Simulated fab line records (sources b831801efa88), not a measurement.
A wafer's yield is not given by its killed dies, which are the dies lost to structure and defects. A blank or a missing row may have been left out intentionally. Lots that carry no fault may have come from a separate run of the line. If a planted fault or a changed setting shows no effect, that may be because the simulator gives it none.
Chamber matching :: flow gf180mcu :: 4 sister chambers for GF_CONTACT_CMP_27 on cmp-01
The step polishes, stops on SiO2, t overpolish 15 s, target thk 0 nm. 8 wafers are shown with their chamber, then 7 later ones without.

WAFERS PAIRED WITH THEIR CHAMBERS
wafer: L894.3
chamber: 1
motor-current-A (A): 13.3
time-to-endpoint-s (s): 76

wafer: L896.1
chamber: 2
motor-current-A (A): 11.0
time-to-endpoint-s (s): 74

wafer: L896.5
chamber: 2
motor-current-A (A): 11.1
time-to-endpoint-s (s): 74

wafer: L904.3
chamber: 3
motor-current-A (A): 11.5
time-to-endpoint-s (s): 79

wafer: L904.4
chamber: 1
motor-current-A (A): 12.8
time-to-endpoint-s (s): 72

wafer: L904.5
chamber: 0
motor-current-A (A): 13.0
time-to-endpoint-s (s): 77

wafer: L905.1
chamber: 0
motor-current-A (A): 13.1
time-to-endpoint-s (s): 76

wafer: L905.3
chamber: 3
motor-current-A (A): 11.6
time-to-endpoint-s (s): 78

WAFERS MISSING THEIR CHAMBER
wafer: L905.6
motor-current-A (A): 13.5
time-to-endpoint-s (s): 77

wafer: L912.2
motor-current-A (A): 11.3
time-to-endpoint-s (s): 77

wafer: L912.3
motor-current-A (A): 13.1
time-to-endpoint-s (s): 73

wafer: L912.6
motor-current-A (A): 12.8
time-to-endpoint-s (s): 71

wafer: L913.1
motor-current-A (A): 12.6
time-to-endpoint-s (s): 68

wafer: L913.5
motor-current-A (A): 12.6
time-to-endpoint-s (s): 72

wafer: L913.6
motor-current-A (A): 12.8
time-to-endpoint-s (s): 67

WHICH CHAMBER EACH WENT THROUGH
wafer: L905.6
from the rows above: can't be placed: 0 or 1
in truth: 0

wafer: L912.2
from the rows above: can't be placed: 3 or 2
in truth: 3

wafer: L912.3
from the rows above: can't be placed: 1 or 0
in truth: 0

wafer: L912.6
from the rows above: can't be placed: 1 or 0
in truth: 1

wafer: L913.1
from the rows above: can't be placed: 1 or 0
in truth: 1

wafer: L913.5
from the rows above: can't be placed: 1 or 0
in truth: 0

wafer: L913.6
from the rows above: can't be placed: 1 or 0
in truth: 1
Correctly placed: 0 of 7. From these rows, 7 cannot be placed; in 7 the true chamber is one of the candidates. 0 placed wrongly.
How it was worked out, from the rows above alone: a wafer's distance from a chamber is the root of the sum, over the readings, of the square of ((its reading less the chamber's mean) divided by the reading's scatter). The wafer belongs to the nearest chamber; if the next one is less than 2 further off, it can't be placed. For every chamber, the mean is computed from those of its wafers that are shown. How the scatter is found: for the shown wafers, subtract from each reading the mean of its chamber, square and add these, divide the total by (wafers less chambers), then take the root.
